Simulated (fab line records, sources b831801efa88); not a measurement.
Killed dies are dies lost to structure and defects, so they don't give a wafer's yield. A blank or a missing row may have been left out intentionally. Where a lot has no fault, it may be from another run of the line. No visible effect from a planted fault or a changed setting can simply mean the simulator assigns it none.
Which tool was responsible? | flow gf180mcu | Sampling: 24 lots, 72 wafers, 3 of 602 route steps

WHAT THE GAUGES SHOWED, per wafer
GF_V3_CD_MEAS_14: target cd 260 nm. Usual: cd nm reads 260.4 nm (standard deviation 1).
lot  | measured     | on        | cd nm (nm)        | flag
L074 | day 23 11:38 | cd sem-02 | 259.4 259.0 259.3 |
L075 | day 23 15:44 | cd sem-01 | 259.9 260.1 259.9 |
L076 | day 24 02:26 | cd sem-01 | 259.3 259.3 258.9 |
L077 | day 24 09:25 | cd sem-01 | 261.4 261.0 260.1 |
L078 | day 24 16:06 | cd sem-02 | 259.5 260.5 259.8 |
L079 | day 25 05:36 | cd sem-01 | 261.6 260.6 259.8 |
L080 | day 25 09:57 | cd sem-02 | 261.7 260.6 261.7 |
L081 | day 25 17:46 | cd sem-01 | 259.1 260.9 259.6 |
L082 | day 26 04:05 | cd sem-02 | 261.9 260.9 261.9 |
L083 | day 26 10:21 | cd sem-01 | 261.0 259.7 260.5 |
L084 | day 26 13:46 | cd sem-02 | 260.4 259.8 258.7 |
L085 | day 27 03:02 | cd sem-01 | 259.0 259.6 259.8 |
L086 | day 27 09:58 | cd sem-02 | 261.2 262.2 261.4 |
L087 | day 27 15:05 | cd sem-02 | 259.9 260.0 259.0 |
L088 | day 27 22:27 | cd sem-02 | 260.4 260.8 261.2 |
L089 | day 28 07:01 | cd sem-01 | 261.3 260.0 260.7 |
L090 | day 28 12:46 | cd sem-02 | 259.9 260.2 261.8 |
L091 | day 28 18:12 | cd sem-02 | 262.9 262.7 260.8 |
L092 | day 29 02:20 | cd sem-01 | 262.2 263.0 261.6 |
L093 | day 29 09:16 | cd sem-02 | 261.5 260.7 259.5 |
L094 | day 29 12:05 | cd sem-01 | 260.5 260.3 259.1 |
L095 | day 29 18:20 | cd sem-02 | 258.6 258.5 258.6 |
L096 | day 30 01:42 | cd sem-01 | 259.8 261.8 259.6 |
L097 | day 30 08:09 | cd sem-01 | 259.9 261.1 261.5 |

GF_V3_RS_MEAS_24: the measuring method here is four-point-probe. Usual: V3_W_RS typically reads 0.331 ohm/sq, with standard deviation 0.0032.
lot  | measured     | on            | V3_W_RS (ohm/sq)  | flag
L074 | day 23 12:40 | film metro-04 | 0.333 0.334 0.332 |
L075 | day 23 16:52 | film metro-04 | 0.334 0.332 0.330 |
L076 | day 24 03:28 | film metro-04 | 0.330 0.330 0.331 |
L077 | day 24 10:35 | film metro-03 | 0.331 0.335 0.336 |
L078 | day 24 17:15 | film metro-03 | 0.333 0.333 0.334 |
L079 | day 25 06:38 | film metro-04 | 0.328 0.335 0.334 |
L080 | day 25 10:59 | film metro-03 | 0.324 0.326 0.328 |
L081 | day 25 18:48 | film metro-01 | 0.330 0.328 0.328 |
L082 | day 26 05:08 | film metro-04 | 0.328 0.328 0.328 |
L083 | day 26 11:23 | film metro-03 | 0.328 0.328 0.334 |
L084 | day 26 14:49 | film metro-03 | 0.329 0.329 0.327 |
L085 | day 27 04:04 | film metro-03 | 0.333 0.330 0.330 |
L086 | day 27 11:04 | film metro-04 | 0.331 0.328 0.334 |
L087 | day 27 16:09 | film metro-03 | 0.335 0.334 0.334 |
L088 | day 27 23:31 | film metro-01 | 0.328 0.326 0.331 |
L089 | day 28 08:04 | film metro-04 | 0.334 0.337 0.340 |
L090 | day 28 13:48 | film metro-04 | 0.330 0.331 0.331 |
L091 | day 28 19:14 | film metro-01 | 0.331 0.327 0.328 |
L092 | day 29 03:23 | film metro-03 | 0.334 0.332 0.333 |
L093 | day 29 10:23 | film metro-03 | 0.336 0.333 0.336 |
L094 | day 29 13:16 | film metro-03 | 0.333 0.332 0.334 |
L095 | day 29 19:22 | film metro-03 | 0.332 0.333 0.330 |
L096 | day 30 02:45 | film metro-01 | 0.331 0.327 0.327 |
L097 | day 30 09:11 | film metro-04 | 0.329 0.331 0.330 |

WHAT TOOL EACH LOT RAN ON (gives the tool, then ch and the chambers of the sampled wafers, and finally the start)
lot  | GF_M3_STRIP_17
L074 | plasma asher-04 ch 0,1, day 22 10:39
L075 | plasma asher-03 ch 0,1, day 22 15:13
L076 | plasma asher-02 ch 0, day 23 02:00
L077 | plasma asher-02 ch 0,1, day 23 08:46
L078 | plasma asher-04 ch 0,1, day 23 16:25
L079 | plasma asher-03 ch 0, day 24 06:18
L080 | plasma asher-03 ch 0,1, day 24 10:46
L081 | plasma asher-04 ch 0,1, day 24 18:24
L082 | plasma asher-03 ch 0,1, day 25 05:31
L083 | plasma asher-02 ch 0,1, day 25 11:31
L084 | plasma asher-04 ch 0,1, day 25 14:27
L085 | plasma asher-04 ch 0,1, day 26 06:03
L086 | plasma asher-04 ch 0,1, day 26 12:21
L087 | plasma asher-04 ch 0, day 26 18:15
L088 | plasma asher-03 ch 1, day 27 00:52
L089 | plasma asher-02 ch 0,1, day 27 09:28
L090 | plasma asher-04 ch 0,1, day 27 15:02
L091 | plasma asher-03 ch 0,1, day 27 21:25
L092 | plasma asher-03 ch 0,1, day 28 05:34
L093 | plasma asher-04 ch 0,1, day 28 11:55
L094 | plasma asher-04 ch 0,1, day 28 14:32
L095 | plasma asher-02 ch 0,1, day 28 21:06
L096 | plasma asher-03 ch 0,1, day 29 05:35
L097 | plasma asher-04 ch 0,1, day 29 12:10
- GF_M3_STRIP_17: strips in O2/N2.

WHAT THE TOOLS THEMSELVES READ (means of the sampled wafers that have a number; where no wafer has one, the mark that the record gives instead)
GF_M3_STRIP_17. Usual: drypump motor current A 5.8 A, standard deviation 0.33; heater power w 338 W, standard deviation 42; o2 flow sccm 2998 sccm, standard deviation 9.3; oes product au 0.559 a.u., standard deviation 0.0054; strip time to endpoint s 7.88 s, standard deviation 0.034.
lot  | tool            | drypump motor current A (A) | heater power w (W) | o2 flow sccm (sccm) | oes product au (a.u.) | strip time to endpoint s (s) | flag
L074 | plasma asher-04 | 5.5                         | 378                | 2997                | 0.563                 | 7.89                         |
L075 | plasma asher-03 | 5.7                         | 288                | 2997                | 0.561                 | 7.90                         |
L076 | plasma asher-02 | 6.5                         | 391                | 2998                | 0.563                 | 7.88                         |
L077 | plasma asher-02 | 6.4                         | 367                | 3003                | 0.562                 | 7.86                         |
L078 | plasma asher-04 | 5.5                         | 376                | 3003                | 0.559                 | 7.91                         |
L079 | plasma asher-03 | 6.0                         | 296                | 3005                | 0.552                 | 7.85                         |
L080 | plasma asher-03 | 5.9                         | 298                | 2997                | 0.554                 | 7.85                         |
L081 | plasma asher-04 | 5.6                         | 378                | 3002                | 0.554                 | 7.88                         |
L082 | plasma asher-03 | 5.7                         | 289                | 2992                | 0.559                 | 7.92                         |
L083 | plasma asher-02 | 6.4                         | 368                | 3000                | 0.555                 | 7.90                         |
L084 | plasma asher-04 | 5.6                         | 372                | 3000                | 0.557                 | 7.86                         |
L085 | plasma asher-04 | 5.6                         | 358                | 2989                | 0.561                 | 7.87                         |
L086 | plasma asher-04 | 5.6                         | 371                | 2990                | 0.557                 | 7.91                         |
L087 | plasma asher-04 | 5.6                         | 350                | 2998                | 0.553                 | 7.86                         |
L088 | plasma asher-03 | 5.6                         | 284                | 3005                | 0.555                 | 7.86                         |
L089 | plasma asher-02 | 6.4                         | 367                | 3001                | 0.556                 | 7.85                         |
L090 | plasma asher-04 | 5.5                         | 371                | 3010                | 0.559                 | 7.89                         |
L091 | plasma asher-03 | 5.9                         | 294                | 3001                | 0.560                 | 7.90                         |
L092 | plasma asher-03 | 5.7                         | 288                | 3002                | 0.554                 | 7.86                         |
L093 | plasma asher-04 | 5.6                         | 370                | 2992                | 0.558                 | 7.83                         |
L094 | plasma asher-04 | 5.6                         | 360                | 2993                | 0.552                 | 7.87                         |
L095 | plasma asher-02 | 6.2                         | 338                | 2986                | 0.561                 | 7.95                         |
L096 | plasma asher-03 | 5.9                         | 296                | 2999                | 0.560                 | 7.91                         |
L097 | plasma asher-04 | 5.6                         | 366                | 2995                | 0.558                 | 7.87                         |

THE ANSWER, worked out from the rows above alone
Rule: a lot counts as off when the mean over its wafers that have a number is more than 3 standard deviations away from the usual mean. Also off: a lot with no number at a reading for which 4 or more lots have one. Where the step has rows for the other lots, those lots are counted as sound. The gauges are gone through in route order, then the tools' own readings, and for those a lot's mean is taken as printed above. The first step at which some lot is off is used, and at that step the reading that is off furthest; a lot without a number counts as furthest.
Nothing can be told from this: no lot is off at any reading shown.

WHAT THE SIMULATOR PUT IN
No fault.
